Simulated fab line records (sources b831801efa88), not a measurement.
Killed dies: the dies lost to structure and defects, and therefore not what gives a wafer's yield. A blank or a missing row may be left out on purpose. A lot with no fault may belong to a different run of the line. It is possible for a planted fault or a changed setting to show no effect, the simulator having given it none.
fab line records | flow sky130
record: lots: 14 | wafers: 42 | last_day: 50
route steps=708 shown VT_ADJUST_LVTN@118 VT_ADJUST_HVTR@142 SONOS_TUNNEL@160 SONOS_ONO@182 PAD_OPEN@708
lots untouched by any fault: they come from a run of this same line in which no faults occurred
start_h: hours from the record's first day to the start of the lot's first wafer shown | wait_h: hours elapsed since this lot's preceding step | " the same as in the row above | L1.1+2: one row covering several wafers at once | - value missing, or start not given | * or withheld: withheld | < > ~ a bound
route shown NAME@n: names a module that has steps shown in the file, with the first one's number in the route | usual: the fault-free wafers' mean and standard deviation | same: alike in all rows | chamber/n: place in a boat | sites: the reading at each site | _std_site: the standard deviation of these | _edge_site: mean of outer sites minus mean of inner sites | radius_mm: how far each site lies from the wafer's centre | mask NAME#n: copy n | behind: the tool/chamber that last shaped the wafer | hold: why the lot went on hold/how many hours it stayed there/how the hold came to an end | device: the transistor (n, p or np) that didn't switch | end of line: the same wafers' tests at the end of the route | where a step has no rows: the recipe by itself | killed: the dies lost at the first sort to structure and to defects; this is not the yield of the wafer | map: dies across one wafer; x = killed, . = not, _ = none there
set.NAME: the setting as run; set.NAME@STEP: as run at that earlier step | model.NAME: the simulator's own value behind a step, which no gauge read
steps of the route over a sample of lots; a table a step, a row a wafer
services: from which hour (start_h, from the record's first day; less than 0 if before it) a tool's chamber was out of use, for how many hours, and why
== steps ==
step: SKY_VT_ADJUST_LVTN_TW_MEAS_21
usual: VT_ADJUST_LVTN_2_TW: 187.6/2.1
lot.wafer | tool          | chamber | start_h | wait_h | VT_ADJUST_LVTN_2_TW
L978.4    | film_metro-04 | -       | 164.33  | 0.1    | 187.6
L978.5    | "             | -       | "       | "      | 186.3
L978.6    | "             | -       | "       | "      | 187.9
L980.1    | film_metro-04 | -       | 175.57  | 0.1    | 187.1
L980.4    | "             | -       | "       | "      | 187.4
L980.5    | "             | -       | "       | "      | 188.3
L981.1    | film_metro-01 | -       | 180.12  | 0.1    | 190.1
L981.3    | "             | -       | "       | "      | 190.5
L981.5    | "             | -       | "       | "      | 189.4
L982.2    | film_metro-02 | -       | 186.48  | 0.1    | 185.0
L982.4    | "             | -       | "       | "      | 184.2
L982.6    | "             | -       | "       | "      | 184.6
L984.1    | film_metro-02 | -       | 214.16  | 0.1    | 185.8
L984.5    | "             | -       | "       | "      | 185.3
L984.6    | "             | -       | "       | "      | 185.6
L987.3    | film_metro-04 | -       | 227.68  | 0.1    | 188.1
L987.4    | "             | -       | "       | "      | 186.9
L987.5    | "             | -       | "       | "      | 187.4
L988.1    | film_metro-02 | -       | 231.21  | 0.1    | 185.4
L988.3    | "             | -       | "       | "      | 186.7
L988.5    | "             | -       | "       | "      | 186.4
L990.1    | film_metro-02 | -       | 242.21  | 0.1    | 186.1
L990.2    | "             | -       | "       | "      | 187.9
L990.6    | "             | -       | "       | "      | 185.3
L992.1    | film_metro-01 | -       | 260.25  | 0.1    | 191.1
L992.3    | "             | -       | "       | "      | 192.5
L992.5    | "             | -       | "       | "      | 192.2
L993.3    | film_metro-04 | -       | 266.99  | 0.1    | 187.0
L993.4    | "             | -       | "       | "      | 187.1
L993.6    | "             | -       | "       | "      | 188.0
L994.2    | film_metro-02 | -       | 267.28  | 0.1    | 186.3
L994.4    | "             | -       | "       | "      | 186.5
L994.6    | "             | -       | "       | "      | 186.3
L995.1    | film_metro-04 | -       | 284.32  | 0.1    | 188.2
L995.2    | "             | -       | "       | "      | 188.8
L995.3    | "             | -       | "       | "      | 187.9
L100.1    | film_metro-01 | -       | 314.20  | 0.1    | 189.6
L100.4    | "             | -       | "       | "      | 190.1
L100.6    | "             | -       | "       | "      | 189.6
L101.1    | film_metro-02 | -       | 319.35  | 0.1    | 185.4
L101.2    | "             | -       | "       | "      | 184.4
L101.4    | "             | -       | "       | "      | 185.7
step: SKY_VT_ADJUST_HVTR_TW_MEAS_11
usual: VT_ADJUST_HVTR_TW: 209.5/1.5
lot.wafer | tool          | chamber | start_h | wait_h | VT_ADJUST_HVTR_TW
L978.4    | film_metro-03 | -       | 206.40  | 0.1    | 210.2
L978.5    | "             | -       | "       | "      | 212.1
L978.6    | "             | -       | "       | "      | 210.8
L980.1    | film_metro-03 | -       | 219.16  | 0.1    | 209.5
L980.4    | "             | -       | "       | "      | 209.7
L980.5    | "             | -       | "       | "      | 209.8
L981.1    | film_metro-04 | -       | 224.27  | 0.1    | 211.1
L981.3    | "             | -       | "       | "      | 211.2
L981.5    | "             | -       | "       | "      | 212.0
L982.2    | film_metro-02 | -       | 230.44  | 0.1    | 209.0
L982.4    | "             | -       | "       | "      | 208.9
L982.6    | "             | -       | "       | "      | 208.0
L984.1    | film_metro-04 | -       | 260.18  | 0.1    | 210.2
L984.5    | "             | -       | "       | "      | 209.2
L984.6    | "             | -       | "       | "      | 210.4
L987.3    | film_metro-03 | -       | 273.89  | 0.1    | 209.9
L987.4    | "             | -       | "       | "      | 210.4
L987.5    | "             | -       | "       | "      | 210.8
L988.1    | film_metro-02 | -       | 277.96  | 0.1    | 208.8
L988.3    | "             | -       | "       | "      | 208.5
L988.5    | "             | -       | "       | "      | 207.3
L990.1    | film_metro-03 | -       | 291.12  | 0.1    | 210.6
L990.2    | "             | -       | "       | "      | 210.7
L990.6    | "             | -       | "       | "      | 210.7
L992.1    | film_metro-04 | -       | 310.61  | 0.1    | 210.3
L992.3    | "             | -       | "       | "      | 210.6
L992.5    | "             | -       | "       | "      | 210.9
L993.3    | film_metro-03 | -       | 318.65  | 0.1    | 210.7
L993.4    | "             | -       | "       | "      | 210.4
L993.6    | "             | -       | "       | "      | 210.2
L994.2    | film_metro-03 | -       | 319.18  | 0.1    | 210.9
L994.4    | "             | -       | "       | "      | 210.5
L994.6    | "             | -       | "       | "      | 210.6
L995.1    | film_metro-02 | -       | 335.37  | 0.1    | 208.2
L995.2    | "             | -       | "       | "      | 207.3
L995.3    | "             | -       | "       | "      | 207.5
L100.1    | film_metro-02 | -       | 369.21  | 0.1    | 207.4
L100.4    | "             | -       | "       | "      | 206.4
L100.6    | "             | -       | "       | "      | 207.5
L101.1    | film_metro-02 | -       | 374.72  | 0.1    | 207.4
L101.2    | "             | -       | "       | "      | 207.2
L101.4    | "             | -       | "       | "      | 207.2
step: SKY_SONOS_TUNNEL_DEVELOP_06
recipe: resist: NOVOLAK | developer: TMAH | develop_time_s: 60 | dev_temp_c: 23
usual: developer_temp_C: 23.01/0.11
lot.wafer | tool           | chamber | start_h | wait_h | developer_temp_C
L978.4    | litho_track-02 | 0       | 250.89  | 0.1    | 23.00
L978.5    | "              | 0       | "       | "      | 23.09
L978.6    | "              | 0       | "       | "      | 22.80
L980.1    | litho_track-02 | 0       | 263.77  | 0.1    | 23.00
L980.4    | "              | 0       | "       | "      | 23.14
L980.5    | "              | 0       | "       | "      | 23.06
L981.1    | litho_track-02 | 0       | 271.17  | 0.1    | 23.15
L981.3    | "              | 0       | "       | "      | 23.22
L981.5    | "              | 0       | "       | "      | 23.09
L982.2    | litho_track-03 | 0       | 276.80  | 0.1    | 22.95
L982.4    | "              | 0       | "       | "      | 23.02
L982.6    | "              | 0       | "       | "      | 22.93
L984.1    | litho_track-03 | 0       | 310.92  | 0.1    | 22.83
L984.5    | "              | 0       | "       | "      | 23.09
L984.6    | "              | 0       | "       | "      | 23.03
L987.3    | litho_track-01 | 0       | 325.43  | 0.1    | 23.09
L987.4    | "              | 0       | "       | "      | 22.90
L987.5    | "              | 0       | "       | "      | 22.92
L988.1    | litho_track-01 | 0       | 328.48  | 0.1    | 22.93
L988.3    | "              | 0       | "       | "      | 22.79
L988.5    | "              | 0       | "       | "      | 23.00
L990.1    | litho_track-03 | 0       | 342.62  | 0.1    | 23.22
L990.2    | "              | 0       | "       | "      | 23.13
L990.6    | "              | 0       | "       | "      | 23.07
L992.1    | litho_track-03 | 0       | 363.82  | 0.1    | 23.02
L992.3    | "              | 0       | "       | "      | 23.15
L992.5    | "              | 0       | "       | "      | 23.03
L993.3    | litho_track-01 | 0       | 372.58  | 0.1    | 20.78
L993.4    | "              | 0       | "       | "      | 20.80
L993.6    | "              | 0       | "       | "      | 20.82
L994.2    | litho_track-01 | 0       | 373.96  | 0.1    | 20.54
L994.4    | "              | 0       | "       | "      | 20.70
L994.6    | "              | 0       | "       | "      | 20.74
L995.1    | litho_track-01 | 0       | 391.98  | 0.1    | 20.93
L995.2    | "              | 0       | "       | "      | 20.91
L995.3    | "              | 0       | "       | "      | 20.71
L100.1    | litho_track-03 | 0       | 429.27  | 0.1    | 22.91
L100.4    | "              | 0       | "       | "      | 22.85
L100.6    | "              | 0       | "       | "      | 23.00
L101.1    | litho_track-02 | 0       | 433.51  | 0.1    | 23.01
L101.2    | "              | 0       | "       | "      | 22.83
L101.4    | "              | 0       | "       | "      | 23.02
step: SKY_SONOS_TUNNEL_CD_MEAS_07
recipe: target_cd_nm: 410
usual: cd_nm: 410.1/2.3
lot.wafer | tool      | chamber | start_h | wait_h | cd_nm
L978.4    | cd_sem-02 | -       | 251.03  | 0.1    | 408.8
L978.5    | "         | -       | "       | "      | 410.9
L978.6    | "         | -       | "       | "      | 411.6
L980.1    | cd_sem-01 | -       | 263.92  | 0.1    | 408.8
L980.4    | "         | -       | "       | "      | 406.0
L980.5    | "         | -       | "       | "      | 407.0
L981.1    | cd_sem-02 | -       | 271.32  | 0.1    | 410.3
L981.3    | "         | -       | "       | "      | 411.9
L981.5    | "         | -       | "       | "      | 410.5
L982.2    | cd_sem-01 | -       | 276.94  | 0.1    | 412.6
L982.4    | "         | -       | "       | "      | 413.1
L982.6    | "         | -       | "       | "      | 411.6
L984.1    | cd_sem-02 | -       | 311.07  | 0.1    | 409.0
L984.5    | "         | -       | "       | "      | 410.8
L984.6    | "         | -       | "       | "      | 410.0
L987.3    | cd_sem-01 | -       | 325.57  | 0.1    | 410.6
L987.4    | "         | -       | "       | "      | 409.7
L987.5    | "         | -       | "       | "      | 411.2
L988.1    | cd_sem-02 | -       | 328.63  | 0.1    | 410.8
L988.3    | "         | -       | "       | "      | 409.5
L988.5    | "         | -       | "       | "      | 409.9
L990.1    | cd_sem-02 | -       | 342.77  | 0.1    | 407.5
L990.2    | "         | -       | "       | "      | 407.5
L990.6    | "         | -       | "       | "      | 408.6
L992.1    | cd_sem-02 | -       | 363.97  | 0.1    | 406.1
L992.3    | "         | -       | "       | "      | 406.4
L992.5    | "         | -       | "       | "      | 405.6
L993.3    | cd_sem-02 | -       | 372.72  | 0.1    | 417.1
L993.4    | "         | -       | "       | "      | 417.9
L993.6    | "         | -       | "       | "      | 416.8
L994.2    | cd_sem-01 | -       | 374.10  | 0.1    | 421.3
L994.4    | "         | -       | "       | "      | 420.7
L994.6    | "         | -       | "       | "      | 419.1
L995.1    | cd_sem-01 | -       | 392.13  | 0.1    | 414.0
L995.2    | "         | -       | "       | "      | 418.6
L995.3    | "         | -       | "       | "      | 416.9
L100.1    | cd_sem-02 | -       | 429.42  | 0.1    | 414.0
L100.4    | "         | -       | "       | "      | 413.4
L100.6    | "         | -       | "       | "      | 411.8
L101.1    | cd_sem-02 | -       | 433.66  | 0.1    | 411.5
L101.2    | "         | -       | "       | "      | 411.8
L101.4    | "         | -       | "       | "      | 413.8
step: SKY_SONOS_ONO_OVL_MEAS_14
usual: SONOS_ONO_OVL: 1.0/1.5
lot.wafer | tool       | chamber | start_h | wait_h | SONOS_ONO_OVL[nm]
L978.4    | overlay-01 | -       | 280.71  | 0.1    | -0.7
L978.5    | "          | -       | "       | "      | -1.0
L978.6    | "          | -       | "       | "      | -0.5
L980.1    | overlay-01 | -       | 293.82  | 0.1    | 2.2
L980.4    | "          | -       | "       | "      | 4.0
L980.5    | "          | -       | "       | "      | 2.4
L981.1    | overlay-02 | -       | 301.80  | 0.1    | 1.6
L981.3    | "          | -       | "       | "      | 3.7
L981.5    | "          | -       | "       | "      | 2.7
L982.2    | overlay-01 | -       | 307.93  | 0.1    | -0.7
L982.4    | "          | -       | "       | "      | 1.7
L982.6    | "          | -       | "       | "      | 0.4
L984.1    | overlay-01 | -       | 344.70  | 0.1    | 0.7
L984.5    | "          | -       | "       | "      | -1.2
L984.6    | "          | -       | "       | "      | 1.4
L987.3    | overlay-02 | -       | 359.35  | 0.1    | 2.9
L987.4    | "          | -       | "       | "      | 1.9
L987.5    | "          | -       | "       | "      | 2.2
L988.1    | overlay-02 | -       | 360.70  | 0.1    | 1.4
L988.3    | "          | -       | "       | "      | -1.3
L988.5    | "          | -       | "       | "      | 0.7
L990.1    | overlay-02 | -       | 381.37  | 0.1    | 3.5
L990.2    | "          | -       | "       | "      | 4.0
L990.6    | "          | -       | "       | "      | 3.8
L992.1    | overlay-01 | -       | 399.00  | 0.1    | 0.2
L992.3    | "          | -       | "       | "      | 0.4
L992.5    | "          | -       | "       | "      | 1.1
L993.3    | overlay-02 | -       | 406.13  | 0.1    | 0.1
L993.4    | "          | -       | "       | "      | 0.6
L993.6    | "          | -       | "       | "      | 0.4
L994.2    | overlay-01 | -       | 409.23  | 0.1    | -0.8
L994.4    | "          | -       | "       | "      | 0.1
L994.6    | "          | -       | "       | "      | 0.0
L995.1    | overlay-02 | -       | 426.99  | 0.1    | 2.1
L995.2    | "          | -       | "       | "      | 2.8
L995.3    | "          | -       | "       | "      | 1.6
L100.1    | overlay-02 | -       | 464.77  | 0.1    | 2.8
L100.4    | "          | -       | "       | "      | 1.3
L100.6    | "          | -       | "       | "      | -2.7
L101.1    | overlay-01 | -       | 469.02  | 0.1    | 0.1
L101.2    | "          | -       | "       | "      | -0.8
L101.4    | "          | -       | "       | "      | -3.1
step: SKY_PAD_OPEN_PROBE_99
usual: killed_at_M0_to_M3: 44/7 | killed_at_M4_up: 3.0/1.7 | killed_at_contacts: 24/5.2 | killed_at_front_end: 15/4.8 | killed_at_other: 0.2/0.56 | killed_dies: 86/9.7 | killed_open: 47/7.1 | killed_short: 39/6.3
same: gross_dies: 492 | killed_at_back_side: 0
lot.wafer | tool      | chamber | start_h | wait_h | killed_at_M0_to_M3 | killed_at_M4_up | killed_at_contacts | killed_at_front_end | killed_at_other | killed_dies | killed_open | killed_short
L984.1    | prober-01 | -       | 1130.08 | 0.1    | 34                 | 1               | 31                 | 7                   | 1               | 74          | 49          | 25
L984.5    | prober-01 | -       | 1130.28 | 0.2    | 42                 | 6               | 20                 | 14                  | 0               | 82          | 41          | 41
L984.6    | prober-01 | -       | 1130.33 | 0.2    | 37                 | 3               | 30                 | 9                   | 0               | 79          | 48          | 31
L992.3    | prober-02 | -       | 1163.92 | 0.2    | 46                 | 6               | 19                 | 10                  | 1               | 82          | 45          | 37
L993.3    | prober-02 | -       | 1168.25 | 0.2    | 58                 | 7               | 16                 | 26                  | 3               | 110         | 62          | 47
L993.4    | prober-02 | -       | 1168.30 | 0.2    | 50                 | 4               | 20                 | 11                  | 1               | 86          | 47          | 39
L993.6    | prober-02 | -       | 1168.40 | 0.2    | 40                 | 2               | 29                 | 18                  | 1               | 90          | 43          | 46
L994.2    | prober-01 | -       | 1170.74 | 0.1    | 44                 | 3               | 25                 | 15                  | 0               | 87          | 42          | 45
L994.4    | prober-01 | -       | 1170.84 | 0.2    | 32                 | 4               | 23                 | 17                  | 1               | 77          | 42          | 35
L994.6    | prober-01 | -       | 1170.94 | 0.2    | 46                 | 2               | 17                 | 12                  | 0               | 77          | 41          | 36
killed by level:class
L984.1 LI_CONTACT:geometric_particle:open=13 VIA1:geometric_particle:open=11 CONTACT:geometric_particle:open=8 VIA2:geometric_particle:open=7 CONTACT:geometric_particle:short=6 VIA3:geometric_particle:open=6 METAL2:geometric_particle:short=4 LOCAL_INTERCONNECT:geometric_particle:short=3
L984.5 METAL2:geometric_particle:short=10 VIA1:geometric_particle:open=9 CONTACT:geometric_particle:open=6 CONTACT:geometric_particle:short=6 VIA2:geometric_particle:open=6 METAL1:geometric_particle:short=5 FIELD_ISO:geometric_particle:open=4 METAL4:geometric_particle:short=4
L984.6 CONTACT:geometric_particle:open=11 LI_CONTACT:geometric_particle:open=8 VIA3:geometric_particle:open=8 VIA1:geometric_particle:open=7 LI_CONTACT:geometric_particle:short=5 VIA2:geometric_particle:open=5 VIA1:geometric_particle:short=4 VIA2:geometric_particle:short=4
L992.3 VIA1:geometric_particle:open=11 VIA1:geometric_particle:short=7 VIA3:geometric_particle:open=7 LI_CONTACT:geometric_particle:open=6 METAL2:geometric_particle:short=6 VIA2:geometric_particle:open=6 CONTACT:geometric_particle:open=5 METAL1:geometric_particle:short=5
L993.3 VIA1:geometric_particle:open=18 VIA2:geometric_particle:open=11 METAL2:geometric_particle:short=10 FIELD_ISO:geometric_particle:open=7 FIELD_ISO:geometric_particle:short=7 LI_CONTACT:geometric_particle:open=6 CONTACT:geometric_particle:open=6 METAL4:geometric_particle:short=5
L993.4 VIA1:geometric_particle:open=11 VIA2:geometric_particle:open=8 CONTACT:geometric_particle:open=7 VIA1:geometric_particle:short=7 VIA3:geometric_particle:open=7 FIELD_ISO:geometric_particle:short=6 CONTACT:geometric_particle:short=5 METAL1:geometric_particle:short=5
L993.6 LI_CONTACT:geometric_particle:open=9 METAL2:geometric_particle:short=8 CONTACT:geometric_particle:open=7 LI_CONTACT:geometric_particle:short=7 VIA1:geometric_particle:open=7 VIA1:geometric_particle:short=6 FIELD_ISO:geometric_particle:short=4 FIELD_ISO:geometric_particle:open=4
L994.2 VIA1:geometric_particle:open=11 CONTACT:geometric_particle:open=8 METAL1:geometric_particle:short=7 FIELD_ISO:geometric_particle:short=6 LI_CONTACT:geometric_particle:short=6 LI_CONTACT:geometric_particle:open=5 METAL2:geometric_particle:short=5 CONTACT:geometric_particle:short=4
L994.4 CONTACT:geometric_particle:open=11 VIA1:geometric_particle:open=8 FIELD_ISO:geometric_particle:open=7 LI_CONTACT:geometric_particle:open=6 METAL2:geometric_particle:short=5 VIA3:geometric_particle:short=5 POLY_GATE:geometric_particle:short=4 METAL3:geometric_particle:short=4
L994.6 METAL2:geometric_particle:short=10 METAL1:geometric_particle:short=8 VIA1:geometric_particle:open=8 CONTACT:geometric_particle:open=7 VIA2:geometric_particle:open=6 LI_CONTACT:geometric_particle:open=4 METAL1:geometric_particle:open=4 VIA1:geometric_particle:short=4
== services ==
tool           | chamber | start_h | hours | kind
litho_track-02 | -       | 422.95  | -     | consumable_replace:filter
== key ==
first_sign: step: SKY_SONOS_TUNNEL_DEVELOP_06 | reading: developer_temp_C | direction: down | sigmas: 20 | usual: * | struck: *
effect: step: SKY_SONOS_TUNNEL_CD_MEAS_07 | reading: cd_nm | direction: up | sigmas: 3.5 | usual: 410.1 | struck: 418.1 | through: control_loop
met_at SKY_SONOS_TUNNEL_DEVELOP_06
struck_lots L993,L994,L995
tester_left_out L993,L994,L995
loop_trim: step: SKY_SONOS_TUNNEL_EXPOSE_04 | setting: dose | lots: L995
not_acting_at SKY_VT_ADJUST_LVTN_TW_MEAS_21,SKY_VT_ADJUST_HVTR_TW_MEAS_11,SKY_SONOS_ONO_OVL_MEAS_14
onset_between 328.48 372.58
fault: kind: process_parameter_drift | tool: litho_track-01 | chamber: - | onset_h: 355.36 | steps: SKY_SONOS_TUNNEL_DEVELOP_06 | channel: dev_temp_c | offset: * | shape: step | end_h: 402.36 | acts_in: * | stated: *
tester_left_out: of these lots the tester's yield and bins aren't shown, on N5 and GAA mostly nor the transistor test; their killed dies are dies lost to structure and defects alone, not to doping, threshold or leakage, so they don't give the yield
loop_trim: a control loop set the setting to another value than it would have without faults
